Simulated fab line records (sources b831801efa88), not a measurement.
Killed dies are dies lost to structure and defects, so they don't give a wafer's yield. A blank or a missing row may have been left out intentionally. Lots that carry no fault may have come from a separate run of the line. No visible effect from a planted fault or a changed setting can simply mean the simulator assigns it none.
Which tool was responsible? / flow gf180mcu / 7 lots, 21 wafers sampled, at 5 steps of a route of 602

WHAT THE GAUGES SHOWED, per wafer
GF_V5_CD_MEAS_14 targets a cd of 260 nm.
lot=L854; measured=day 28 02:38; on=cd_sem-01; cd_nm (nm)=260.3 259.1 259.3
lot=L856; measured=day 28 20:46; on=cd_sem-02; cd_nm (nm)=258.5 258.4 257.7
lot=L859; measured=day 29 12:40; on=cd_sem-02; cd_nm (nm)=260.9 261.1 261.3
lot=L869; measured=day 32 12:28; on=cd_sem-02; cd_nm (nm)=258.4 257.6 258.7
lot=L872; measured=day 33 01:28; on=cd_sem-01; cd_nm (nm)=259.5 259.0 259.6
lot=L874; measured=day 33 13:59; on=cd_sem-02; cd_nm (nm)=258.4 259.3 258.8

WHICH TOOL RAN EACH LOT (tool, then ch and the chambers of the sampled wafers, then the start)
lot=L854; GF_V4_SPUTTER_21=pvd_sputter-04, day 25 09:14; GF_MIM_SPUTTER_09=pvd_sputter-04, day 25 10:18; GF_M5_ETCH_09=rie_diel-03 ch 2,3, day 27 05:16; GF_M5_STRIP_11=plasma_asher-02 ch 0,1, day 27 05:24
lot=L856; GF_V4_SPUTTER_21=pvd_sputter-04, day 26 06:29; GF_MIM_SPUTTER_09=pvd_sputter-03, day 26 07:33; GF_M5_ETCH_09=rie_diel-03 ch 1,2, day 28 00:13; GF_M5_STRIP_11=plasma_asher-04 ch 0, day 28 00:21
lot=L859; GF_V4_SPUTTER_21=pvd_sputter-01, day 26 22:59; GF_MIM_SPUTTER_09=pvd_sputter-03, day 27 00:17; GF_M5_ETCH_09=rie_diel-02 ch 0,3, day 28 16:13; GF_M5_STRIP_11=plasma_asher-03 ch 0,1, day 28 16:21
lot=L865; GF_V4_SPUTTER_21=pvd_sputter-03, day 29 05:08; GF_MIM_SPUTTER_09=pvd_sputter-04, day 29 06:16; GF_M5_ETCH_09=rie_diel-02 ch 1,3, day 30 20:19; GF_M5_STRIP_11=plasma_asher-03 ch 0,1, day 30 20:27
lot=L869; GF_V4_SPUTTER_21=pvd_sputter-01, day 30 04:58; GF_MIM_SPUTTER_09=pvd_sputter-03, day 30 06:04; GF_M5_ETCH_09=rie_diel-03 ch 0,1,3, day 31 18:19; GF_M5_STRIP_11=plasma_asher-02 ch 0,1, day 31 18:27
lot=L872; GF_V4_SPUTTER_21=pvd_sputter-01, day 30 19:11; GF_MIM_SPUTTER_09=pvd_sputter-02, day 30 20:17; GF_M5_ETCH_09=rie_diel-04 ch 0,1,2, day 32 07:46; GF_M5_STRIP_11=plasma_asher-04 ch 0,1, day 32 07:54
lot=L874; GF_V4_SPUTTER_21=pvd_sputter-04, day 31 10:26; GF_MIM_SPUTTER_09=pvd_sputter-04, day 31 11:30; GF_M5_ETCH_09=rie_diel-02 ch 1,2,3, day 32 21:10; GF_M5_STRIP_11=plasma_asher-04 ch 1, day 32 21:18
- GF_V4_SPUTTER_21: material Ti, target thk 15 nm, time 80.02 s.
- GF_MIM_SPUTTER_09: material TiN, target thk 35 nm, time 29.2 s.
- GF_M5_ETCH_09: etches Si3N4 in CF4/O2, target depth 52 nm, time 11.6 s.
- GF_M5_STRIP_11: strips in O2/N2.

THE ANSWER, worked out from the rows above alone
Rule: usual is defined by the lots themselves. Put in order of their means at a reading, lots are off if they are a third of the lots or fewer, leave a main group of 4 or more, and stand apart from it by a gap of 3 or more times the standard deviation of the main group's means; of several such gaps the widest counts. A main group is skipped when, at the precision printed for the reading in the tables above, its means are all equal. A lot without any number at a reading at which 4 lots or more have one is off too. Any other lot the step has rows for is counted as sound.
Across all readings shown, no lot is off: no conclusion can be drawn from this.

WHAT THE SIMULATOR HAD PUT IN
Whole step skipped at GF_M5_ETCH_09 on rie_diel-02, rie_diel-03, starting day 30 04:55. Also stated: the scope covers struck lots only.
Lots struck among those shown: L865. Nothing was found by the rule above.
